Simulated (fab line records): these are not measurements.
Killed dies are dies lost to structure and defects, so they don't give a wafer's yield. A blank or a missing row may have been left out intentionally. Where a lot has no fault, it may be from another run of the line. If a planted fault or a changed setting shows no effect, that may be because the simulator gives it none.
Chamber matching -- flow gf180mcu -- cmp-02 running GF_V3_CMP_26: 4 sister chambers
The step polishes, stops on SiO2, t overpolish 15 s, target thk 0 nm. 8 wafers are shown with their chamber, then 7 later ones without.

## WAFERS, EACH WITH ITS CHAMBER
wafer,chamber,motor_current_A (A),time_to_endpoint_s (s)
L536.5,3,14.2,82
L537.3,3,13.6,83
L537.6,1,12.5,83
L548.2,2,10.2,81
L548.3,1,12.1,82
L548.4,0,9.1,80
L549.1,0,9.1,82
L549.5,2,10.4,82

## WAFERS WHOSE CHAMBER IS MISSING
wafer,motor_current_A (A),time_to_endpoint_s (s)
L549.6,12.5,83
L555.1,10.8,83
L555.4,9.4,82
L555.6,10.4,83
L556.2,9.3,77
L556.3,12.1,79
L556.5,10.5,76

## EACH ONE'S CHAMBER
wafer,from the rows above,in truth
L549.6,1,1
L555.1,2,2
L555.4,can't be placed: 0 or 2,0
L555.6,2,2
L556.2,can't be placed: 0 or 2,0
L556.3,1,1
L556.5,can't be placed: 2 or 0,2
Correctly placed: 4 of 7. Can't be placed from these rows: 3 (the true chamber is among the candidates in 3). 0 placed wrongly.
How it was worked out, from the rows above alone: a wafer's distance from a chamber is the root of the sum, over the readings, of the square of ((its reading less the chamber's mean) divided by the reading's scatter). The wafer belongs to the nearest chamber; if the next one is less than 2 further off, it can't be placed. For every chamber, the mean is computed from those of its wafers that are shown. The scatter is the square root of a quotient: the sum, over the shown wafers, of each reading's squared deviation from its chamber's mean, divided by wafers minus chambers.
